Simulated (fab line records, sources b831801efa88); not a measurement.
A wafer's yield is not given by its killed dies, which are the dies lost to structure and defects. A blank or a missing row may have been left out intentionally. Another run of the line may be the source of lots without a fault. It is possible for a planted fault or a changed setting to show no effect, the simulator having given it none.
The tool behind it: which one? ; flow sky130 ; 11 lots with 33 wafers sampled at 3 steps, on a route of 708 steps

== WHAT THE GAUGES SHOWED, per wafer ==
SKY_PASSIVATION_THK_MEAS_03.
lot;measured;on;PASSIVATION_CVD_02_THK (nm)
L168;day 44 10:03;film metro-02;542 542 539
L169;day 44 20:32;film metro-03;539 539 547
L170;day 45 02:09;film metro-03;542 542 550
L172;day 45 10:55;film metro-01;535 537 542
L174;day 45 20:34;film metro-02;550 557 551
L175;day 46 03:58;film metro-03;537 543 540
L177;day 46 14:17;film metro-03;590 602 599
L179;day 47 01:55;film metro-03;597 585 603
L185;day 48 17:29;film metro-01;535 548 555
L187;day 48 20:38;film metro-01;537 540 543
L190;day 49 21:22;film metro-02;534 545 544

== WHICH TOOL RAN EACH LOT (tool, then ch and the chambers of the sampled wafers, then the start) ==
lot;SKY_METAL4_DESCUM_15;SKY_PASSIVATION_CVD_02
L168;rie metal-01 ch 0,1, day 42 08:00;pecvd-02 ch 0,1,2, day 44 09:55
L169;rie metal-03 ch 0,1, day 42 20:20;pecvd-03 ch 1,2, day 44 20:11
L170;rie metal-04 ch 0,1, day 43 00:35;pecvd-03 ch 0,2, day 45 01:49
L172;rie metal-03 ch 0,1, day 43 09:44;pecvd-03 ch 0,2, day 45 10:41
L174;rie metal-01 ch 0,1, day 43 20:47;pecvd-02 ch 0,1,2, day 45 20:26
L175;rie metal-01 ch 0,1, day 44 05:11;pecvd-02 ch 0,2, day 46 03:43
L177;rie metal-04 ch 0,1, day 44 16:03;pecvd-02 ch 0,1, day 46 13:52
L179;rie metal-03 ch 0,1, day 45 04:14;pecvd-02 ch 0,1,2, day 47 01:41
L185;rie metal-03 ch 0,1, day 46 22:05;pecvd-03 ch 0,1,2, day 48 17:16
L187;rie metal-01 ch 0,1, day 47 01:59;pecvd-01 ch 0,1, day 48 20:25
L190;rie metal-01 ch 0, day 48 05:55;pecvd-03 ch 0,1,2, day 49 21:07
- SKY_METAL4_DESCUM_15: chemistry O2, time 8 s.
- SKY_PASSIVATION_CVD_02: deposits Si3N4, target thk 540 nm.

== THE ANSWER, worked out from the rows above alone ==
Rule: what is usual is taken from the lots themselves. The widest of any qualifying gaps counts: lots, ordered by their means at a reading, are off when they make up no more than a third of the lots, leave a main group of 4 or more, and stand apart from it by 3 or more times the standard deviation of that group's means. A main group whose means are all the same, to the digits that the tables above print for the reading, isn't used. Also off: a lot with no number at a reading for which 4 or more lots have one. The other lots that the step has rows for count as sound.
Off: L177, L179, at SKY_PASSIVATION_THK_MEAS_03 (PASSIVATION_CVD_02_THK). The main group: mean 543 nm, standard deviation 4.2.
A tool fits if, at a process step before that reading, it ran every lot that is off, and no sound lot after the first of them. Those tools and the gauges at SKY_PASSIVATION_THK_MEAS_03 are tried in the same way. This does not decide it: 2 tools fit, namely pecvd-02 at SKY_PASSIVATION_CVD_02 and film metro-03 at SKY_PASSIVATION_THK_MEAS_03.

== WHAT HAD BEEN PUT IN BY THE SIMULATOR ==
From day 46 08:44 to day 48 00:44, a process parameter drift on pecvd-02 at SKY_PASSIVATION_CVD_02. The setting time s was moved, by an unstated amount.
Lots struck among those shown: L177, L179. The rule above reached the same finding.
